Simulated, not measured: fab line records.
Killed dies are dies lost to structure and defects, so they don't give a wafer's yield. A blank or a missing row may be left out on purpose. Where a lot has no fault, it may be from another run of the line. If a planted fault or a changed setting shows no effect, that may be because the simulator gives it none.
fab line records -- flow sfq_line
record lots=15, wafers=45, last_day=94
route steps=325 shown I0@55 I3@135 I4@175 M6@264
lots that met no fault: from a run of the same line without faults
start_h: hours from the record's opening day to when the first of the lot's shown wafers began -- wait_h: hours elapsed since this lot's preceding step -- " unchanged from the row above -- L1.1+2: a row that stands for several wafers -- - value missing, or start not given -- * or withheld: withheld -- < > ~ a bound
route shown NAME@n: names a module that has steps shown in the file, with the first one's number in the route -- usual: mean/standard deviation taken from wafers without a fault -- same: alike in all rows -- chamber/n: place in a boat -- sites: the reading at each site -- _std_site: the values' standard deviation -- _edge_site: the outer-site mean with the inner-site mean subtracted -- radius_mm: for every site, how far away it sits from the centre of the wafer -- mask NAME#n: copy n -- behind: tool/chamber where the wafer was last shaped -- hold: the reason the lot was held/the length of the hold in hours/how it ended -- device: which transistor (n, p or np) failed to switch -- end of line: the same wafers' tests at the end of the route -- for a step that has no rows: nothing shown but its recipe -- killed: at the first sort, the dies lost to defects and structure; wafer yield is something else -- map: dies across one wafer; x = killed, . = not, _ = none there
set.NAME: the setting the step ran with; set.NAME@STEP: the setting that earlier step ran with -- model.NAME: the simulator's own value behind a step, which no gauge read
route steps across a sampled set of lots; one table per step, one row per wafer
services: the hour from which a tool's chamber was out of use, counted from the record's first day as start_h (under 0 if before that day), plus the number of hours and why
## steps
# step SFQ_TRILAYER_I0_VIA_ETCH_VIA_ETCH_034
# recipe target=SiO2, stop_on=Nb, mask_material=PR, taper_deg=20, chemistry=CHF3, target_depth_nm=260, source_w=500, bias_w=80, pressure_mtorr=30, time_s=withheld
# usual bias_w=79.97/0.21, chamber_pressure_mTorr=29.996/0.027, drypump_motor_current_A=5.7/0.36, oes_product_au=0.854/0.0048
lot.wafer,tool,chamber,start_h,wait_h,bias_w,chamber_pressure_mTorr,drypump_motor_current_A,oes_product_au
L470.2,rie_diel-02,1,179.49,0.0,79.85,30.003,5.5,0.847
L470.5,rie_diel-02,0,179.49,0.0,80.15,30.022,5.6,0.857
L470.6,rie_diel-02,3,179.49,0.0,79.92,30.010,5.2,0.856
L473.2,rie_diel-01,3,206.44,0.0,80.18,30.053,5.9,0.854
L473.3,rie_diel-01,2,206.44,0.0,79.94,29.989,5.5,0.850
L473.5,rie_diel-01,3,206.44,0.0,80.17,29.986,5.9,0.852
L474.3,rie_diel-03,2,213.64,0.0,79.50,29.933,5.6,0.855
L474.5,rie_diel-03,3,213.64,0.0,80.00,30.025,5.1,0.849
L474.6,rie_diel-03,2,213.64,0.0,79.89,29.959,5.6,0.857
L475.2,rie_diel-03,0,218.44,0.0,79.94,30.038,5.8,0.853
L475.3,rie_diel-03,2,218.44,0.0,79.92,30.005,5.6,0.851
L475.5,rie_diel-03,3,218.44,0.0,80.57,30.032,5.1,0.855
L476.1,rie_diel-03,2,228.79,0.0,80.22,30.040,5.6,0.854
L476.5,rie_diel-03,3,228.79,0.0,79.95,30.017,5.1,0.854
L476.6,rie_diel-03,0,228.79,0.0,80.04,29.997,5.9,0.845
L477.2,rie_diel-02,0,232.39,0.0,79.88,29.990,5.6,0.861
L477.3,rie_diel-02,3,232.39,0.0,80.01,30.033,5.2,0.854
L477.4,rie_diel-02,1,232.39,0.0,80.26,30.005,5.5,0.852
L478.2,rie_diel-02,1,239.59,0.0,80.23,30.049,5.4,0.861
L478.5,rie_diel-02,2,239.59,0.0,79.53,30.001,6.3,0.864
L478.6,rie_diel-02,1,239.59,0.0,79.68,29.979,5.4,0.859
L479.1,rie_diel-01,1,244.39,0.0,79.88,30.023,6.1,0.861
L479.2,rie_diel-01,0,244.39,0.0,79.85,29.991,5.2,0.853
L479.4,rie_diel-01,3,244.39,0.0,80.11,30.042,5.9,0.861
L486.1,rie_diel-01,1,314.30,0.0,-,-,-,-
L486.5,rie_diel-01,0,314.30,0.0,-,-,-,-
L486.6,rie_diel-01,3,314.30,0.0,-,-,-,-
L487.1,rie_diel-02,2,320.30,0.0,-,-,-,-
L487.2,rie_diel-02,3,320.30,0.0,-,-,-,-
L487.5,rie_diel-02,0,320.30,0.0,-,-,-,-
L488.1,rie_diel-01,2,325.10,0.0,-,-,-,-
L488.2,rie_diel-01,0,325.10,0.0,-,-,-,-
L488.6,rie_diel-01,0,325.10,0.0,-,-,-,-
L490.1,rie_diel-03,3,343.10,0.0,79.86,30.005,5.1,0.863
L490.2,rie_diel-03,1,343.10,0.0,79.96,29.988,5.8,0.856
L490.3,rie_diel-03,2,343.10,0.0,80.24,29.979,5.6,0.852
L491.1,rie_diel-01,3,346.70,0.0,80.03,29.956,5.9,0.861
L491.2,rie_diel-01,2,346.70,0.0,80.12,29.956,5.6,0.854
L491.4,rie_diel-01,1,346.70,0.0,79.96,30.030,6.1,0.861
L492.1,rie_diel-02,2,359.47,0.0,80.21,29.989,6.3,0.849
L492.5,rie_diel-02,1,359.47,0.0,79.92,29.960,5.5,0.852
L492.6,rie_diel-02,2,359.47,0.0,79.88,30.005,6.3,0.855
L493.1,rie_diel-02,2,363.07,0.0,79.67,29.961,6.3,0.852
L493.4,rie_diel-02,1,363.07,0.0,79.65,29.995,5.5,0.847
L493.5,rie_diel-02,1,363.07,0.0,79.91,30.025,5.4,0.859
# step SFQ_I3_BOW_MEAS_922
# recipe mode=bow
# usual I3_BOW=1/9.5
lot.wafer,tool,chamber,start_h,wait_h,I3_BOW[um]
L470.2,film_metro-03,-,609.64,2.5,19
L470.5,film_metro-03,-,609.64,2.5,9
L470.6,film_metro-03,-,609.64,2.5,11
L473.2,film_metro-02,-,642.64,1.0,19
L473.3,film_metro-02,-,642.64,1.0,5
L473.5,film_metro-02,-,642.64,1.0,2
L474.3,film_metro-03,-,648.66,1.5,-10
L474.5,film_metro-03,-,648.66,1.5,8
L474.6,film_metro-03,-,648.66,1.5,0
L475.2,film_metro-01,-,686.39,2.5,-8
L475.3,film_metro-01,-,686.39,2.5,-7
L475.5,film_metro-01,-,686.39,2.5,-11
L476.1,film_metro-01,-,706.17,2.5,0
L476.5,film_metro-01,-,706.17,2.5,1
L476.6,film_metro-01,-,706.17,2.5,3
L477.2,film_metro-01,-,713.58,2.0,-2
L477.3,film_metro-01,-,713.58,2.0,-3
L477.4,film_metro-01,-,713.58,2.0,-13
L478.2,film_metro-02,-,734.58,2.5,-11
L478.5,film_metro-02,-,734.58,2.5,-6
L478.6,film_metro-02,-,734.58,2.5,-11
L479.1,film_metro-02,-,765.98,1.0,3
L479.2,film_metro-02,-,765.98,1.0,8
L479.4,film_metro-02,-,765.98,1.0,9
L486.1,film_metro-03,-,815.56,1.5,2
L486.5,film_metro-03,-,815.56,1.5,-5
L486.6,film_metro-03,-,815.56,1.5,-4
L487.1,film_metro-02,-,822.07,2.0,-1
L487.2,film_metro-02,-,822.07,2.0,14
L487.5,film_metro-02,-,822.07,2.0,7
L488.1,film_metro-03,-,826.36,2.0,4
L488.2,film_metro-03,-,826.36,2.0,4
L488.6,film_metro-03,-,826.36,2.0,3
L490.1,film_metro-02,-,835.98,2.0,3
L490.2,film_metro-02,-,835.98,2.0,10
L490.3,film_metro-02,-,835.98,2.0,9
L491.1,film_metro-02,-,846.16,1.0,1
L491.2,film_metro-02,-,846.16,1.0,10
L491.4,film_metro-02,-,846.16,1.0,4
L492.1,film_metro-01,-,849.16,1.5,-7
L492.5,film_metro-01,-,849.16,1.5,-5
L492.6,film_metro-01,-,849.16,1.5,-10
L493.1,film_metro-01,-,868.36,1.5,27
L493.4,film_metro-01,-,868.36,1.5,13
L493.5,film_metro-01,-,868.36,1.5,20
# step SFQ_TRILAYER_I4_VIA_ETCH_VIA_ETCH_106
# recipe target=SiO2, stop_on=Nb, mask_material=PR, taper_deg=20, chemistry=CHF3, target_depth_nm=260, source_w=500, bias_w=80, pressure_mtorr=30, time_s=withheld
# usual bias_w=79.98/0.24, chamber_pressure_mTorr=30.000/0.029, drypump_motor_current_A=5.6/0.36, oes_product_au=0.857/0.005
lot.wafer,tool,chamber,start_h,wait_h,bias_w,chamber_pressure_mTorr,drypump_motor_current_A,oes_product_au
L470.2,rie_diel-02,0,987.62,0.0,79.88,30.015,5.6,0.864
L470.5,rie_diel-02,3,987.62,0.0,79.71,30.025,5.2,0.859
L470.6,rie_diel-02,0,987.62,0.0,79.79,29.961,5.6,0.865
L473.2,rie_diel-01,1,991.22,0.0,80.32,29.991,6.1,0.862
L473.3,rie_diel-01,0,991.22,0.0,79.71,30.000,5.2,0.857
L473.5,rie_diel-01,3,991.22,0.0,79.85,29.997,5.9,0.863
L474.3,rie_diel-03,1,992.42,0.0,80.11,30.016,5.8,0.857
L474.5,rie_diel-03,3,992.42,0.0,79.68,30.020,5.1,0.856
L474.6,rie_diel-03,2,992.42,0.0,80.28,29.981,5.6,0.863
L475.2,rie_diel-02,1,993.62,0.0,80.03,29.983,5.5,0.858
L475.3,rie_diel-02,3,993.62,0.0,80.33,30.035,5.3,0.853
L475.5,rie_diel-02,0,993.62,0.0,79.69,29.998,5.6,0.854
L476.1,rie_diel-02,2,1014.84,0.0,80.09,30.042,6.3,0.864
L476.5,rie_diel-02,0,1014.84,0.0,79.70,29.995,5.6,0.863
L476.6,rie_diel-02,1,1014.84,0.0,79.55,30.003,5.4,0.845
L477.2,rie_diel-03,0,1023.53,0.0,79.90,29.976,5.9,0.866
L477.3,rie_diel-03,1,1023.53,0.0,80.24,30.020,5.8,0.866
L477.4,rie_diel-03,3,1023.53,0.0,79.91,29.966,5.1,0.852
L478.2,rie_diel-02,3,1045.40,0.0,80.22,30.001,5.2,0.856
L478.5,rie_diel-02,0,1045.40,0.0,80.02,29.947,5.6,0.857
L478.6,rie_diel-02,1,1045.40,0.0,80.08,29.983,5.5,0.857
L479.1,rie_diel-01,0,1083.50,0.0,80.25,30.021,5.2,0.851
L479.2,rie_diel-01,2,1083.50,0.0,80.10,30.052,5.6,0.853
L479.4,rie_diel-01,1,1083.50,0.0,79.93,29.970,6.1,0.864
L487.1,rie_diel-02,1,1271.40,0.0,79.44,30.001,5.5,0.852
L487.2,rie_diel-02,0,1271.40,0.0,80.11,29.994,5.6,0.854
L487.5,rie_diel-02,3,1271.40,0.0,80.20,29.994,5.2,0.858
L488.1,rie_diel-01,1,1284.60,0.0,79.56,30.015,6.1,0.854
L488.2,rie_diel-01,3,1284.60,0.0,80.18,30.020,5.8,0.857
L488.6,rie_diel-01,2,1284.60,0.0,79.81,30.002,5.6,0.859
L490.1,rie_diel-01,3,1295.19,0.0,80.00,30.011,5.9,0.852
L490.2,rie_diel-01,0,1295.19,0.0,80.12,29.974,5.2,0.859
L490.3,rie_diel-01,2,1295.19,0.0,80.12,30.016,5.6,0.849
L491.1,rie_diel-02,2,1308.81,0.0,79.79,30.015,6.3,0.857
L491.2,rie_diel-02,0,1308.81,0.0,80.04,29.943,5.6,0.864
L491.4,rie_diel-02,1,1308.81,0.0,79.85,30.033,5.5,0.863
L492.1,rie_diel-01,3,1312.41,0.0,79.95,29.972,5.9,0.859
L492.5,rie_diel-01,1,1312.41,0.0,79.74,29.959,6.1,0.849
L492.6,rie_diel-01,0,1312.41,0.0,79.89,30.014,5.2,0.860
L493.1,rie_diel-01,0,1325.61,0.0,79.67,29.994,5.2,0.847
L493.4,rie_diel-01,3,1325.61,0.0,80.00,29.967,5.8,0.845
L493.5,rie_diel-01,2,1325.61,0.0,79.53,29.960,5.6,0.854
# step SFQ_TRILAYER_M6_STRIP_STRIP_163
# recipe gas=O2, power_w=200, platen_temp_c=40, overash_fraction=0.65, chemistry=O2, pressure_mtorr=50
# usual drypump_motor_current_A=6.0/0.37, oes_product_au=1.002/0.012
lot.wafer,tool,chamber,start_h,wait_h,drypump_motor_current_A,oes_product_au,rf_hours_counter_h
L470.2,rie_metal-03,0,1708.95,0.1,5.9,1.009,66
L470.5,rie_metal-03,1,1708.95,0.1,5.7,0.985,-
L470.6,rie_metal-03,0,1708.95,0.1,5.9,1.011,-
L473.2,rie_metal-03,0,1715.96,0.1,5.9,1.019,67
L473.3,rie_metal-03,1,1715.96,0.1,5.7,1.001,-
L473.5,rie_metal-03,1,1715.96,0.1,5.7,0.991,-
L474.3,rie_metal-04,1,1721.59,0.2,6.6,0.988,-
L474.5,rie_metal-04,1,1721.59,0.2,6.5,0.991,-
L474.6,rie_metal-04,0,1721.59,0.2,5.6,1.029,-
L475.2,rie_metal-03,1,1722.59,0.1,5.7,0.992,100
L475.3,rie_metal-03,0,1722.59,0.1,5.9,1.021,-
L475.5,rie_metal-03,1,1722.59,0.1,5.7,0.993,-
L476.1,rie_metal-03,0,1727.99,0.1,5.9,1.015,69
L476.5,rie_metal-03,0,1727.99,0.1,5.9,1.025,-
L476.6,rie_metal-03,1,1727.99,0.1,5.7,0.993,-
L477.2,rie_metal-03,0,1732.81,0.1,5.9,1.019,70
L477.3,rie_metal-03,0,1732.81,0.1,5.9,1.023,-
L477.4,rie_metal-03,1,1732.81,0.1,5.7,1.000,-
L478.2,rie_metal-01,1,1743.98,0.4,6.2,0.978,-
L478.5,rie_metal-01,1,1743.98,0.4,6.2,0.969,-
L478.6,rie_metal-01,1,1743.98,0.4,6.2,0.987,-
L479.1,rie_metal-03,0,1876.18,0.1,5.9,1.014,88
L479.2,rie_metal-03,1,1876.18,0.1,5.7,1.005,122
L479.4,rie_metal-03,1,1876.18,0.1,5.7,1.006,-
L487.1,rie_metal-01,1,1934.99,0.1,6.2,0.992,32
L487.2,rie_metal-01,0,1934.99,0.1,6.6,1.007,18
L487.5,rie_metal-01,0,1934.99,0.1,6.5,0.998,-
L488.1,rie_metal-04,0,1936.19,0.1,5.6,1.016,119
L488.2,rie_metal-04,1,1936.19,0.1,6.6,0.997,71
L488.6,rie_metal-04,1,1936.19,0.1,6.6,0.985,-
L490.1,rie_metal-01,1,1938.59,0.1,6.3,0.995,32
L490.2,rie_metal-01,0,1938.59,0.1,6.5,0.998,18
L490.3,rie_metal-01,0,1938.59,0.1,6.5,1.002,-
L491.1,rie_metal-04,1,1940.99,0.1,6.6,0.994,71
L491.2,rie_metal-04,0,1940.99,0.1,5.6,1.014,120
L491.4,rie_metal-04,1,1940.99,0.1,6.6,0.987,-
L492.1,rie_metal-01,0,1945.79,0.1,6.5,1.007,19
L492.5,rie_metal-01,1,1945.79,0.1,6.2,1.000,-
L492.6,rie_metal-01,0,1945.79,0.1,6.5,1.012,-
L493.1,rie_metal-04,0,1949.39,0.1,5.6,1.017,120
L493.4,rie_metal-04,1,1949.39,0.1,6.6,0.998,-
L493.5,rie_metal-04,0,1949.39,0.1,5.6,1.014,-
## services
tool,chamber,start_h,hours,kind
rie_diel-02,0,200.11,16.2,repair
rie_diel-02,3,267.10,4.9,repair
rie_diel-02,-,330.43,0.3,repair
rie_diel-02,0,333.78,4.0,repair
rie_diel-02,1,462.76,11.7,repair
rie_diel-02,0,532.10,7.1,repair
rie_diel-02,1,578.79,7.2,repair
rie_diel-02,2,579.15,2.9,repair
rie_diel-02,3,587.19,17.6,repair
rie_diel-02,1,758.71,8.6,repair
rie_diel-02,-,776.90,0.4,repair
rie_diel-02,0,1056.92,2.2,repair
rie_diel-02,-,1125.34,2.8,pm
rie_diel-02,3,1172.69,10.1,repair
rie_diel-02,2,1265.54,2.6,repair
rie_diel-02,-,1345.60,0.8,repair
rie_diel-02,2,1346.93,3.7,repair
rie_diel-02,0,1350.27,2.4,repair
rie_diel-02,1,1520.11,5.3,repair
rie_diel-02,2,1578.55,7.3,repair
rie_diel-02,-,1674.39,2.9,repair
rie_diel-02,0,1709.52,3.2,repair
rie_diel-02,2,1746.08,30.8,repair
rie_diel-02,1,1795.71,11.5,repair
## key
first_sign step=SFQ_TRILAYER_I0_VIA_ETCH_VIA_ETCH_034, reading=tool_record, direction=missing
effect none on later readings
met_at SFQ_TRILAYER_I0_VIA_ETCH_VIA_ETCH_034
struck_lots L486,L487,L488
rows_end L486.1,L486.5,L486.6
not_acting_at SFQ_I3_BOW_MEAS_922,SFQ_TRILAYER_I4_VIA_ETCH_VIA_ETCH_106,SFQ_TRILAYER_M6_STRIP_STRIP_163
onset_between 244.39 314.30
fault kind=skipped_step_whole, tool=rie_diel-01,rie_diel-02, chamber=-, onset_h=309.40, steps=SFQ_TRILAYER_I0_VIA_ETCH_VIA_ETCH_034, scope=struck_lots_only
# rows_end: these wafers met a further fault down the route, and their rows from its step on are left out
